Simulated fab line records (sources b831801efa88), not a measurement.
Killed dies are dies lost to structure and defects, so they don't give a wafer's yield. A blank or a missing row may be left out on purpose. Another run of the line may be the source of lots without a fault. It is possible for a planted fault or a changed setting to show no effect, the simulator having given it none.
A lot that was struck, set against a sound lot -- flow sky130 -- 16 steps out of a route of 708
Sound: the wafers L971.1, L971.3, L971.4. Struck: wafers L973.4, L973.5, L973.6. Last of all comes the cause.
Order at every step that has rows: each side's tool, ch and its chambers, its first start. Under that, the readings that differ: sound wafers -- struck wafers -- difference of the means -- sigmas: that difference in standard deviations of wafers without a fault.
alike: readings whose means differ by less than 2 such deviations, and words and numbers that are the same on both sides. not compared: withheld readings, readings that some wafer has no value for, bounds like >300 that may hide the same value, and numbers for which the record gives no deviation and whose values overlap.
A row with sigmas, a row that says differs or no value, or rows on one side alone: a step with any of these is where the two part. When numbers do not overlap yet have no deviation, they are printed without sigmas and do not part them. Lack of a reading on every wafer of one side parts them only where that side has two or more wafers.

SKY_VIA1_BOW_MEAS_03:
  sound on filmMetro-01 at day 33 06:04; struck on filmMetro-01 at day 34 03:56
  alike: VIA1_BOW
then, 8 steps without rows for these wafers: SKY_VIA1_DEHYDRATE_04 (time 60 s); SKY_VIA1_HMDS_05 (prime time 60 s); SKY_VIA1_COAT_06 (resist thk 60 nm); SKY_VIA1_COAT_07 (resist thk 450 nm); SKY_VIA1_SOFTBAKE_08 (time 90 s); SKY_VIA1_EXPOSE_09 (exposes mask VIM, target cd 150 nm); SKY_VIA1_PEB_10; SKY_VIA1_DEVELOP_11 (develop time 60 s).
SKY_VIA1_CD_MEAS_12: the cd target is 150 nm.
  sound on cdSem-02 at day 34 07:46; struck on cdSem-02 at day 35 06:28
  alike: cdNm
SKY_VIA1_OVL_MEAS_13:
  sound on overlay-02 at day 34 07:53; struck on overlay-02 at day 35 06:32
  alike: VIA1_OVL
SKY_VIA1_ETCH_14: etches BARC in N2/H2, stops on SiO2, time 45.9 s, target depth 60 nm.
  sound on rieDiel-03 ch 0,1,2, day 34 07:56; struck on rieDiel-04 ch 1,2, day 35 06:34
  alike: biasW, chamberPressureMTorr, drypumpMotorCurrentA, oesProductAu, throttleValvePct
  not compared: rfHoursCounterH
SKY_VIA1_ETCH_15: etches SiO2 in C4F8/O2/Ar, stops on TiN, target depth 351 nm, time 54 s.
  sound on rieDiel-03 ch 0,1,2, day 34 07:58; struck on rieDiel-04 ch 1,2, day 35 06:36
  no value came back on the struck wafers for biasW (W), chamberPressureMTorr (mTorr), oesProductAu (a.u.), rfHoursCounterH (h); on the sound wafers biasW (W) reads 1204 1199 1203
reading,sound,struck,difference,sigmas
model.KrF-thick_of_VIA1_COAT_07.thkNm (nm),321.7 323.9 321.9,393.5 394.2 392.7,+71.0,
SKY_VIA1_STRIP_16: strips in O2/N2.
  sound on plasmaAsher-04 ch 0,1, day 34 08:01; struck on plasmaAsher-01 ch 0,1, day 35 06:41
reading,sound,struck,difference,sigmas
oesProductAu (a.u.),0.411 0.415 0.421,0.445 0.450 0.439,+0.029,+6
stripTimeToEndpointS (s),4.444 4.473 4.454,5.204 5.211 5.191,+0.745,+27
  alike: drypumpMotorCurrentA
  not compared: rfHoursCounterH
then, 1 step without rows for these wafers: SKY_VIA1_STRIP_17 (strips in post etch residue remover, time 1200 s).
-- the record jumps here: 12 days lie between the struck wafers' starts before and after (it left off in module VIA1 and takes up again in module PAD_OPEN, whose first step shown is number 708 of the route) --
SKY_PAD_OPEN_PROBE_99:
  sound on prober-01 at day 46 03:40; struck on prober-01 at day 46 21:41
reading,sound,struck,difference,sigmas
defectLimitedYield (%),80.9 83.1 80.7,0 0 0,-82,-39
killed_at_M0_to_M3,55 47 41,448 462 454,+407,+53
killedDies,94 83 95,492 492 492,+401,+40
killedOnRim,14 19 17,96 96 96,+79,+22
sort_bin_5_function (%),9.8 9.3 13.2,94.1 94.1 92.7,+82.9,+52
sortNPass,398 409 397,0 0 0,-401,-40
sortYieldPct (%),80.9 83.1 80.7,0 0 0,-82,-39
  alike: killed_at_M4_up, killedAtContacts, killedAtFrontEnd, killedAtOther, killedOpen, killedShort, sort_bin_3_pad_short, sort_bin_6_memory

== WHERE THEY PART ==
Earliest at SKY_VIA1_ETCH_15; latest, in this record, at SKY_PAD_OPEN_PROBE_99.

WHY: what the simulator had put in
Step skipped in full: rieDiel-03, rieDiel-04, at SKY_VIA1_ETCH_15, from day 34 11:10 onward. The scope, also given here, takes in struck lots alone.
